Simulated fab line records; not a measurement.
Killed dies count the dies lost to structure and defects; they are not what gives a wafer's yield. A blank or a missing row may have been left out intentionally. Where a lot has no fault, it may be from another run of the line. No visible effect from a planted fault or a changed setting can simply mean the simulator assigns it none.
Problem report, 8D (eight disciplines) form, completed by code | flow gf180mcu | the parts of the form that need people (team, actions taken, sign-off) are left out

1. WHAT WENT WRONG
TOP_METAL_ALCU_RS at GF_TOP_METAL_RS_MEAS_05 reads a mean of 0.0406 ohm/sq on 4 wafers of 3 lots; wafers without a fault read 0.0326 ohm/sq with a standard deviation of 0.00035. That is +23 standard deviations from the usual mean.
The step: measures by four-point-probe.
The first sign was on wafer L678.1 at day 29 18:39, on filmMetro-03. Wafers with a number at this step in the record: 15, from 5 lots. Rule for "out" (also "out of limits"): further than 4 standard deviations from the usual mean. Any other wafer with a number is counted as sound.

2. WHAT IT IS; WHAT IT IS NOT
question                    | is                             | is not
which readings at this step | TOP_METAL_ALCU_RS              | -
which lots                  | L678, L681, L682               | L675, L693
which wafers of those lots  | L678.1, L681.2, L681.6, L682.2 | L678.4, L678.6, L681.4, L682.1, L682.6
read on which gauges        | filmMetro-01, filmMetro-03     | -
when                        | from day 29 18:39              | up to then (5 sound wafers); but 6 sound wafers of L681, L682, L693 came after

3. SUSPECTS, AND WHAT RULES EACH OUT
Counting: a tool at a process step up to the reading stays a suspect if it ran every lot that is out. Sound lots after the first of them don't rule it out here, since some wafers of a struck lot are sound.
- the gauge at GF_TOP_METAL_RS_MEAS_05: ruled out. Those wafers that are out were read across 2 gauges (filmMetro-01, filmMetro-03).
- pvdSputter-04 at GF_TOP_METAL_SPUTTER_02 (material AlCu, target thk 900 nm, time 47.82 s): kept. It ran every lot that is out, first L678 (day 29 18:34); its last sound lot up to then is L675 (day 29 01:31).
After counting, what remains is pvdSputter-04 at GF_TOP_METAL_SPUTTER_02.

4. THE CAUSE (what the simulator had put in)
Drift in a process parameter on pvdSputter-04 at GF_TOP_METAL_SPUTTER_02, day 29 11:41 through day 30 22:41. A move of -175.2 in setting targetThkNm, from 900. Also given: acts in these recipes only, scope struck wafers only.
This tool alone remained once counting was done.

5. THE CHAIN OF EFFECTS, in route order
Each row: a reading whose mean over the struck wafers that have a number lies more than 3 standard deviations from the usual. Scope: only readings with a usual standard deviation given in the record; hours: median across lots of the time from each lot's start at the first step in this table that gives one to its start at this step; sigmas: change in usual standard deviations.
hours | step                       | reading            | usual         | on struck wafers | change  | sigmas
0     | GF_TOP_METAL_RS_MEAS_05    | TOP_METAL_ALCU_RS  | 0.0326 ohm/sq | 0.0406           | +0.0081 | +23
0     | GF_TOP_METAL_THK_MEAS_06   | TOP_METAL_ALCU_THK | 909 nm        | 732              | -177    | -18
18    | GF_TOP_METAL_METAL_ETCH_16 | oesProductAu       | 0.968 a.u.    | 0.869            | -0.099  | -14
18    | GF_TOP_METAL_METAL_ETCH_16 | throttleValvePct   | 28.254 %      | 28.364           | +0.110  | +11
The process steps in it:
- GF_TOP_METAL_METAL_ETCH_16: etches the open film in Cl2/BCl3, stops on SiO2, target depth 1077.5 nm, time 179.6 s.

6. HOW IT WOULD HAVE BEEN CAUGHT EARLIER
The first out-of-limits reading at a measuring or inspecting step in this record came at day 29 18:39, 7 hours after the fault's start at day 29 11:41.
An alarm limit of 4 standard deviations would not have fired on the tool readings at GF_TOP_METAL_SPUTTER_02 for which the record gives a usual standard deviation, since none of them was out on any struck wafer.
Lots out: 3; of these, L681, L682 started GF_TOP_METAL_SPUTTER_02 on pvdSputter-04 after day 29 18:39. A hold on the tool at that time would have spared those 2.
